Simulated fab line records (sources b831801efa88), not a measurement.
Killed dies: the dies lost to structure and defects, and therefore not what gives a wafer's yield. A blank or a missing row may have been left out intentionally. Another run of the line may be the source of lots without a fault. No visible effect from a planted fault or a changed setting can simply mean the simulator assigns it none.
What tool caused it?    flow sky130    10 lots with 30 wafers sampled at 2 steps, on a route of 708 steps

WHAT EACH GAUGE READ, for each wafer
SKY_POLY_GATE_THK_MEAS_04.
lot   measured      on             POLY_GATE_CVD_03_THK (nm)
L959  day 14 23:02  film metro-03  75.0 75.0 75.5
L964  day 17 06:35  film metro-03  57.1 54.5 54.8
L972  day 20 08:07  film metro-04  75.3 75.7 74.6
L974  day 20 13:17  film metro-04  74.8 74.8 74.8
L975  day 20 21:35  film metro-01  74.2 73.3 74.1
L976  day 21 15:26  film metro-03  75.3 74.4 73.8
L978  day 22 15:53  film metro-01  73.9 74.8 74.5
L979  day 22 19:45  film metro-03  75.3 74.7 75.3
L980  day 23 01:03  film metro-01  75.5 75.4 75.1
L981  day 23 07:37  film metro-03  74.3 74.5 74.4

EACH LOT AND THE TOOL THAT RAN IT (in order: tool; ch and the chambers of the sampled wafers; start)
lot   SKY_POLY_GATE_CVD_03
L959  lpcvd-02 ch 0, day 14 21:40
L964  lpcvd-02 ch 1, day 17 05:13
L972  lpcvd-02 ch 0, day 20 06:46
L974  lpcvd-02 ch 0, day 20 11:55
L975  lpcvd-02 ch 0, day 20 20:14
L976  lpcvd-02 ch 1, day 21 12:22
L978  lpcvd-02 ch 0, day 22 13:50
L979  lpcvd-02 ch 1, day 22 17:41
L980  lpcvd-02 ch 1, day 22 23:01
L981  lpcvd-02 ch 0, day 23 05:34
- SKY_POLY_GATE_CVD_03: deposits Si3N4 from DCS/NH3, target thk 75 nm, time 1290 s.

THE ANSWER, worked out from the rows above alone
Rule: the lots themselves supply what counts as usual. Put in order of their means at a reading, lots are off if they are a third of the lots or fewer, leave a main group of 4 or more, and stand apart from it by a gap of 3 or more times the standard deviation of the main group's means; of several such gaps the widest counts. If all means in a main group match to the digits the tables above print for the reading, that group is not used. A lot without any number at a reading at which 4 lots or more have one is off too. All remaining lots with rows at the step are treated as sound.
Off: L964, seen at SKY_POLY_GATE_THK_MEAS_04 (POLY_GATE_CVD_03_THK). The main group: mean 74.8 nm, standard deviation 0.46.
A tool fits if, at a process step before that reading, it ran every lot that is off, and no sound lot after the first of them. Gauges at SKY_POLY_GATE_THK_MEAS_04: tried the same way as those tools. Of those tried, none fits.

WHAT THE SIMULATOR HAD INSERTED
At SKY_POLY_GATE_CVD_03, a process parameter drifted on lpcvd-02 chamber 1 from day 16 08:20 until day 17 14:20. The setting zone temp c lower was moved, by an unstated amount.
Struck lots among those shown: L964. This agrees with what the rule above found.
